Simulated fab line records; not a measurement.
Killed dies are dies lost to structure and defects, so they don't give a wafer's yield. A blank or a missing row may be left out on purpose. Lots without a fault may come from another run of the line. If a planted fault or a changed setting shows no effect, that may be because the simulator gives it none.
Chamber matching || flow sky130 || SKY_LI_CONTACT_CMP_02 on cmp-02 has 4 sister chambers
The step polishes PSG. 7 wafers are shown with their chamber, then 7 later ones without.

EACH WAFER AND ITS CHAMBER
{"wafer": "L565.4", "chamber": 1, "motorCurrentA (A)": 11.0, "timeToEndpointS (s)": 32}
{"wafer": "L567.5", "chamber": 2, "motorCurrentA (A)": 12.0, "timeToEndpointS (s)": 33}
{"wafer": "L569.3", "chamber": 0, "motorCurrentA (A)": 10.9, "timeToEndpointS (s)": 32}
{"wafer": "L569.5", "chamber": 3, "motorCurrentA (A)": 10.2, "timeToEndpointS (s)": 26}
{"wafer": "L572.2", "chamber": 0, "motorCurrentA (A)": 11.5, "timeToEndpointS (s)": 29}
{"wafer": "L572.3", "chamber": 3, "motorCurrentA (A)": 10.3, "timeToEndpointS (s)": 28}
{"wafer": "L572.4", "chamber": 2, "motorCurrentA (A)": 12.5, "timeToEndpointS (s)": 31}

WAFERS WITH NO CHAMBER GIVEN
{"wafer": "L574.3", "motorCurrentA (A)": 11.9, "timeToEndpointS (s)": 29}
{"wafer": "L574.4", "motorCurrentA (A)": 11.3, "timeToEndpointS (s)": 27}
{"wafer": "L575.3", "motorCurrentA (A)": 10.7, "timeToEndpointS (s)": 30}
{"wafer": "L575.4", "motorCurrentA (A)": 10.8, "timeToEndpointS (s)": 30}
{"wafer": "L578.3", "motorCurrentA (A)": 10.8, "timeToEndpointS (s)": 33}
{"wafer": "L578.4", "motorCurrentA (A)": 10.9, "timeToEndpointS (s)": 31}
{"wafer": "L578.5", "motorCurrentA (A)": 10.9, "timeToEndpointS (s)": 28}

EACH ONE'S CHAMBER
{"wafer": "L574.3", "from the rows above": "can't be placed: 2 or 0 or 1", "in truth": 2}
{"wafer": "L574.4", "from the rows above": "can't be placed: 0 or 1 or 3", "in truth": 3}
{"wafer": "L575.3", "from the rows above": "can't be placed: 1 or 0 or 3", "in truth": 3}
{"wafer": "L575.4", "from the rows above": "can't be placed: 0 or 1 or 3", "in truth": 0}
{"wafer": "L578.3", "from the rows above": "can't be placed: 1 or 0", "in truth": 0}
{"wafer": "L578.4", "from the rows above": "can't be placed: 1 or 0", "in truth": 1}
{"wafer": "L578.5", "from the rows above": "can't be placed: 0 or 3 or 1", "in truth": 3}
Placed correctly: 0 of 7. Not placeable from these rows: 7 (in 7, the candidates include the true chamber). Number placed wrongly: 0.
How it was worked out, from the rows above alone: a wafer's distance from a chamber is the root of the sum, over the readings, of the square of ((its reading less the chamber's mean) divided by the reading's scatter). The wafer belongs to the nearest chamber; if the next one is less than 2 further off, it can't be placed. For every chamber, the mean is computed from those of its wafers that are shown. The scatter: take each reading less its chamber's mean, square it, sum over the shown wafers, divide by the number of wafers less the number of chambers, and take the root.
